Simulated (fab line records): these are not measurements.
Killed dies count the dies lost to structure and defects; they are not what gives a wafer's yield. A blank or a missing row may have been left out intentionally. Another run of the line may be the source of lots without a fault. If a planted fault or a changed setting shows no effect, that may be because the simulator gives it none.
The same fault as seen by 2 desks -- flow gf180mcu -- each desk has only its own numbers; what lay behind them comes last

## THE TOOL OWNER'S DESK: implanter-04
The tool's own readings at GF_HV_LDD_IMPLANT_21: means of the sampled wafers that have a number, for each lot that ran on this tool. Marked OUT: a lot whose mean sits more than 4 standard deviations from the usual mean, which makes it out of limits; the brackets give that distance.
Columns: A = beam-energy-keV at GF_HV_LDD_IMPLANT_21, usual 25.000
lot,first seen here,A
L852,day 12 06:13,24.995
L856,day 13 07:37,32.831 (+99 or more) OUT
L857,day 13 13:33,32.826 (+99 or more) OUT
L867,day 16 19:10,25.007
L870,day 17 20:02,25.007
Finding of this desk: L856, L857 out of limits; the first was L856 at day 13 07:37, on beam-energy-keV at GF_HV_LDD_IMPLANT_21. In limits: L852, L867, L870.

## FROM THE METROLOGY DESK
Means of the sampled wafers that have a number, per lot and without regard to the tool the lot ran on: this is what the gauges read. Marked OUT: a lot whose mean sits more than 4 standard deviations from the usual mean, which makes it out of limits; the brackets give that distance.
Columns: A = cd-nm at GF_HV_LDD_CD_MEAS_07, usual 400.8 nm; B = HV_LDD_2_TW at GF_HV_LDD_TW_MEAS_23, usual 1053
lot,first seen here,A,B
L849,day 10 11:05,403.7,1059
L851,day 11 08:22,402.4,1053
L852,day 11 11:11,399.6,1052
L856,day 12 11:51,399.9,1135 (+17) OUT
L857,day 12 17:32,399.5,1129 (+16) OUT
L862,day 14 06:34,395.3,1054
L864,day 14 21:32,400.7,1055
L865,day 15 10:46,403.2,1048
L866,day 15 16:46,397.2,1052
L867,day 15 21:04,402.8,1057
L868,day 16 01:25,397.5,1050
L870,day 16 21:08,401.9,1054
L871,day 17 02:41,401.0,1047
This desk's finding: out of limits on L856, L857; first on L856, day 13 07:50 (HV_LDD_2_TW at GF_HV_LDD_TW_MEAS_23). In limits: L849, L851, L852, L862, L864, L865, L866, L867, L868, L870, L871.

## TAKEN TOGETHER
The tool owner's desk could have raised an alarm at day 13 07:37, on L856, L857.
An alarm was possible from the metrology desk at day 13 07:50, on L856, L857.
Every lot named ran GF_HV_LDD_IMPLANT_21 on implanter-04.

## WHAT WAS PUT IN BY THE SIMULATOR
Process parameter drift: implanter-04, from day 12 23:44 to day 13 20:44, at GF_HV_LDD_IMPLANT_21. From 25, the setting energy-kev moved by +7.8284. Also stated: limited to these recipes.
Struck lots among those shown: L856, L857.
Fault start to first reading out of limits, in hours, per desk: tool owner, 8; metrology, 8.
